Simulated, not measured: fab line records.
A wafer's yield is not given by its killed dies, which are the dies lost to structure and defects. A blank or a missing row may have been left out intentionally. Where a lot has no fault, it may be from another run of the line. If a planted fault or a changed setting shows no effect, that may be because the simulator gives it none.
Matching of chambers | flow sky130 | cmp-01 running SKY_CONTACT_CMP_04: 4 sister chambers
The step polishes SiO2. 4 wafers are shown with their chamber, then 10 later ones without.

== WAFERS, EACH WITH ITS CHAMBER ==
wafer  | chamber | motorCurrentA (A)
L082.1 | 3       | 11.0
L082.4 | 1       | 11.5
L088.3 | 0       | 13.1
L088.4 | 2       | 10.6

== WAFERS WHOSE CHAMBER IS MISSING ==
wafer  | motorCurrentA (A)
L088.6 | 14.1
L091.1 | 11.6
L091.2 | 11.1
L091.6 | 11.5
L092.1 | 11.3
L092.3 | 10.8
L092.6 | 11.3
L095.3 | 11.5
L095.4 | 13.6
L095.5 | 14.0

== EACH ONE'S CHAMBER ==
wafer  | from the rows above          | in truth
L088.6 | 0                            | 0
L091.1 | can't be placed: 1 or 3 or 2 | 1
L091.2 | can't be placed: 3 or 1 or 2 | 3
L091.6 | can't be placed: 1 or 3 or 2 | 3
L092.1 | can't be placed: 1 or 3 or 2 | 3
L092.3 | can't be placed: 3 or 2 or 1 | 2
L092.6 | can't be placed: 1 or 3 or 2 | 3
L095.3 | can't be placed: 1 or 3 or 2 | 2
L095.4 | 0                            | 0
L095.5 | 0                            | 0
Correct placement for 3 of the 10. Not placeable from these rows: 7 (in 7, the candidates include the true chamber). Placed wrongly: 0.
How it was worked out, from the rows above alone: a wafer's distance from a chamber is the root of the sum, over the readings, of the square of ((its reading less the chamber's mean) divided by the reading's scatter). The wafer belongs to the nearest chamber; if the next one is less than 2 further off, it can't be placed. A chamber's mean is the mean of its shown wafers. The scatter (one wafer shown for each chamber): square how far every hidden wafer sits from the nearest shown wafer, average those squares and take the square root.
